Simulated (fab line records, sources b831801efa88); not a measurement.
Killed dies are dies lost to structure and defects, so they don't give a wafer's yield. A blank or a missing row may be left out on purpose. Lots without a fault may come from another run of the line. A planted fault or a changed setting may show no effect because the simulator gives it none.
One fault seen from 2 desks | flow sky130 | each desk has only its own numbers; what lay behind them comes last

THE TOOL OWNER'S DESK: pvd_sputter-04
The tool's own readings at SKY_LOCAL_INTERCONNECT_SPUTTER_00 (material TiN, target thk 100 nm, time 83.3 s): means of the sampled wafers that have a number, for each lot that ran on this tool. A lot is out of limits, marked OUT, if its mean lies more than 4 standard deviations from the usual mean; the brackets give that distance.
Columns: A = throttle_valve_pct at SKY_LOCAL_INTERCONNECT_SPUTTER_00, usual 29.9 %
lot  | first seen here | A
L711 | day 31 11:07    | 30.0
L713 | day 31 20:51    | 29.9
L717 | day 33 13:11    | 29.5
L729 | day 36 22:08    | 30.1
L730 | day 37 08:38    | 30.3
This desk's finding: nothing out of limits on any of the 5 lots.

THE METROLOGY DESK
What the gauges read, lot by lot, whatever tool the lot ran on: means of the sampled wafers that have a number. A lot is out of limits, marked OUT, if its mean lies more than 4 standard deviations from the usual mean; the brackets give that distance.
Columns: A = LOCAL_INTERCONNECT_TIN_RS at SKY_LOCAL_INTERCONNECT_RS_MEAS_01, usual 14.10 ohm/sq; B = LOCAL_INTERCONNECT_TIN_THK at SKY_LOCAL_INTERCONNECT_THK_MEAS_02, usual 101.4 nm
lot  | first seen here | A     | B
L708 | day 30 16:43    | 14.14 | 101.2
L710 | day 31 01:23    | 14.05 | 101.7
L711 | day 31 11:11    | 14.10 | 101.8
L712 | day 31 16:27    | 14.08 | 101.3
L713 | day 31 20:55    | 14.06 | 101.4
L714 | day 32 10:32    | 14.03 | 101.8
L717 | day 33 13:17    | 14.40 | 99.5
L724 | day 35 10:48    | 14.11 | 101.1
L725 | day 35 16:43    | 14.08 | 101.5
L726 | day 36 05:08    | 13.90 | 103.2
L728 | day 36 16:20    | 14.09 | 101.9
L729 | day 36 22:14    | 14.25 | 100.3
L730 | day 37 08:42    | 14.13 | 100.8
This desk's finding: nothing out of limits on any of the 13 lots.

PUT TOGETHER
The tool owner's desk saw nothing out of limits.
The metrology desk saw nothing out of limits.

WHAT THE SIMULATOR HAD PUT IN
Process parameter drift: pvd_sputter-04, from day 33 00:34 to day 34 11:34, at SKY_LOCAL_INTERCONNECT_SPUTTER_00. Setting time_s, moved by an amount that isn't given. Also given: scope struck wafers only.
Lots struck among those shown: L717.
